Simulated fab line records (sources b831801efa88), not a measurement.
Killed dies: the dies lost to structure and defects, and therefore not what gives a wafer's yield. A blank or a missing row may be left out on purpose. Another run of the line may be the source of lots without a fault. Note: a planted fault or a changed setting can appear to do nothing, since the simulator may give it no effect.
Problem report, 8D (eight disciplines) form, completed by code | flow gf180mcu | the parts of the form that need people (team, actions taken, sign-off) are left out

== 1. THE PROBLEM ==
beam energy keV at GF_HV_LDD_IMPLANT_21 reads a mean of 25.330 on 6 wafers of 2 lots; wafers without a fault read 24.999 with a standard deviation of 0.0075. Relative to the usual mean, that is a shift of +44 standard deviations.
The first sign was on wafer L906.3 at day 16 03:45, on implanter-01. At this step, 42 wafers from 14 lots have a number in the record. The rule behind "out" and "out of limits": a value lying over 4 standard deviations away from the usual mean. The other wafers with a number count as sound.

== 2. WHAT IT IS AND WHAT IT IS NOT ==
question                    | is                     | is not
which readings at this step | beam energy keV        | -
which lots                  | L906, L909             | L891, L895, L896, L898, L899, L900, L901, L902, L904, L907, L912, L913
which wafers of those lots  | all that have a number | -
read on which tools         | implanter-01           | implanter-02, implanter-03
when                        | from day 16 03:45      | up to then (30 sound wafers); but 6 sound wafers of L912, L913 came after

== 3. SUSPECTS, AND WHAT RULES EACH OUT ==
Counting: a tool stays on the suspect list if, at a process step up to the reading, it processed all lots that are out and no sound lot following the first of them.
- implanter-01 at GF_HV_LDD_IMPLANT_21: kept. Every lot that is out went through it, starting with L906 (day 16 03:45), and after that it ran no sound lot; the last sound lot it ran before then is L901 (day 13 23:25). On those wafers its own readings are out: beam energy keV.
After counting, what remains is implanter-01 at GF_HV_LDD_IMPLANT_21.

== 4. THE CAUSE (what the simulator had put in) ==
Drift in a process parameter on implanter-01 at GF_HV_LDD_IMPLANT_21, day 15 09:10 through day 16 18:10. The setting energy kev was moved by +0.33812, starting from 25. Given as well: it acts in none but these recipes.
Counting left only this tool.

== 5. SEQUENCE OF EFFECTS, ordered by route ==
Rows list readings where the struck wafers' mean (over those with a number) sits beyond 3 standard deviations from the usual. Only readings for which the record gives a usual standard deviation are gone through. hours: the time from each lot's start at the first step in this table that gives one to its start at this step, as a median over the lots. sigmas: the change in usual standard deviations.
hours | step                 | reading         | usual  | on struck wafers | change | sigmas
0     | GF_HV_LDD_IMPLANT_21 | beam energy keV | 24.999 | 25.330           | +0.331 | +44
Its process steps:
- GF_HV_LDD_IMPLANT_21
Later steps that measure or inspect, where all struck wafers having a row at the step show a number for every such reading and not one has moved that far: GF_CONTACT_THK_MEAS_03.

== 6. WHAT WOULD HAVE CAUGHT IT SOONER ==
19 hours passed between the start of the fault at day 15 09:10 and the first reading out of limits in this record, taken at day 16 03:45.
